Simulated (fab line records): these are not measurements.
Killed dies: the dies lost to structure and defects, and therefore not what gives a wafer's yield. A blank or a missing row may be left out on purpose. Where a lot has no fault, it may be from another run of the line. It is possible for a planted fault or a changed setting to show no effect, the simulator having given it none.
Which tool did it?    flow gf180mcu    36 wafers from 12 lots sampled at 3 of the route's 602 steps

== WHAT THE GAUGES READ, wafer by wafer ==
GF_MIM_THK_MEAS_11: measures by xrf. Usual: MIM_ALCU_THK 198.6 nm, standard deviation 2.7.
lot   measured      on             MIM_ALCU_THK (nm)  flag
L624  day 25 04:15  film-metro-04  198.3 193.4 197.0  
L625  day 25 07:19  film-metro-02  201.5 198.1 202.8  
L626  day 25 15:38  film-metro-03  193.7 195.8 196.6  
L628  day 26 08:19  film-metro-03  199.1 202.6 200.4  
L632  day 27 16:54  film-metro-04  194.7 200.7 200.4  
L633  day 28 02:29  film-metro-04  198.5 198.4 198.8  
L639  day 30 07:01  film-metro-03  198.8 199.3 196.8  
L640  day 30 12:13  film-metro-04  200.1 201.2 196.8  
L641  day 30 19:19  film-metro-02  199.5 199.2 199.2  
L643  day 30 20:55  film-metro-04  199.2 200.2 199.9  
L644  day 31 07:12  film-metro-02  203.0 197.5 203.1  
L645  day 31 13:22  film-metro-04  197.0 198.5 198.4  

GF_V5_BOW_MEAS_05. Usual: V5_BOW 133 um, standard deviation 10.
lot   measured      on             V5_BOW (um)  flag
L624  day 27 01:01  film-metro-01  114 115 121  
L625  day 27 03:08  film-metro-01  156 156 147  
L626  day 27 12:23  film-metro-01  127 115 119  
L628  day 28 03:09  film-metro-03  128 117 117  
L632  day 29 09:46  film-metro-04  139 138 134  
L633  day 29 19:01  film-metro-01  133 135 140  
L639  day 31 20:26  film-metro-03  124 130 136  
L640  day 32 01:20  film-metro-01  142 149 134  
L641  day 32 06:23  film-metro-04  141 134 145  
L643  day 32 09:02  film-metro-04  124 134 134  
L644  day 32 19:01  film-metro-03  130 123 117  
L645  day 33 00:49  film-metro-04  147 146 142  

== TOOL THAT RAN EACH LOT (tool first, then ch and the chambers of the sampled wafers, then the start) ==
lot   GF_V4_STRIP_18
L624  plasma-asher-01 ch 0,1, day 25 02:29
L625  plasma-asher-02 ch 0, day 25 05:30
L626  plasma-asher-01 ch 0,1, day 25 13:50
L628  plasma-asher-01 ch 0,1, day 26 06:32
L632  plasma-asher-03 ch 0,1, day 27 15:06
L633  plasma-asher-02 ch 0,1, day 28 00:43
L639  plasma-asher-02 ch 0,1, day 30 05:15
L640  plasma-asher-02 ch 0,1, day 30 10:21
L641  plasma-asher-03 ch 0,1, day 30 17:32
L643  plasma-asher-03 ch 0,1, day 30 19:09
L644  plasma-asher-02 ch 0,1, day 31 05:27
L645  plasma-asher-02 ch 0,1, day 31 11:36
- GF_V4_STRIP_18: strips in O2/N2.

== WHAT THE TOOLS THEMSELVES READ (means of the sampled wafers that have a number; where no wafer has one, the mark that the record gives instead) ==
GF_V4_STRIP_18. Usual: chamber-pressure-mTorr 1500.3 mTorr, standard deviation 1.3; drypump-motor-current-A 5.72 A, standard deviation 0.12; heater-power-w 331 W, standard deviation 38; oes-product-au 0.593 a.u., standard deviation 0.0052.
lot   tool             chamber-pressure-mTorr (mTorr)  drypump-motor-current-A (A)  heater-power-w (W)  oes-product-au (a.u.)  flag
L624  plasma-asher-01  1500.8                          5.67                         335                 0.593                  
L625  plasma-asher-02  1500.6                          5.56                         315                 0.590                  
L626  plasma-asher-01  1500.5                          5.71                         341                 0.595                  
L628  plasma-asher-01  1500.0                          5.68                         337                 0.593                  
L632  plasma-asher-03  1501.1                          5.83                         381                 0.593                  
L633  plasma-asher-02  1501.7                          5.72                         302                 0.594                  
L639  plasma-asher-02  1500.4                          5.65                         311                 0.603                  
L640  plasma-asher-02  1499.8                          5.65                         309                 0.592                  
L641  plasma-asher-03  1499.0                          5.76                         378                 0.594                  
L643  plasma-asher-03  1499.3                          5.83                         380                 0.596                  
L644  plasma-asher-02  1499.6                          5.74                         301                 0.595                  
L645  plasma-asher-02  1499.8                          5.66                         303                 0.591                  

== THE ANSWER, worked out from the rows above alone ==
Rule: a lot is off if the mean of its wafers that have a number lies more than 3 standard deviations from the usual mean. Also off: a lot with no number at a reading for which 4 or more lots have one. All remaining lots with rows at the step are treated as sound. The gauges are gone through in route order, then the tools' own readings, and for those a lot's mean is taken as printed above. At the first step where some lot is off, the reading lying furthest off is the one used; lots without a number count as furthest.
Nothing can be told from this: no lot is off at any reading shown.

== WHAT HAD BEEN PUT IN BY THE SIMULATOR ==
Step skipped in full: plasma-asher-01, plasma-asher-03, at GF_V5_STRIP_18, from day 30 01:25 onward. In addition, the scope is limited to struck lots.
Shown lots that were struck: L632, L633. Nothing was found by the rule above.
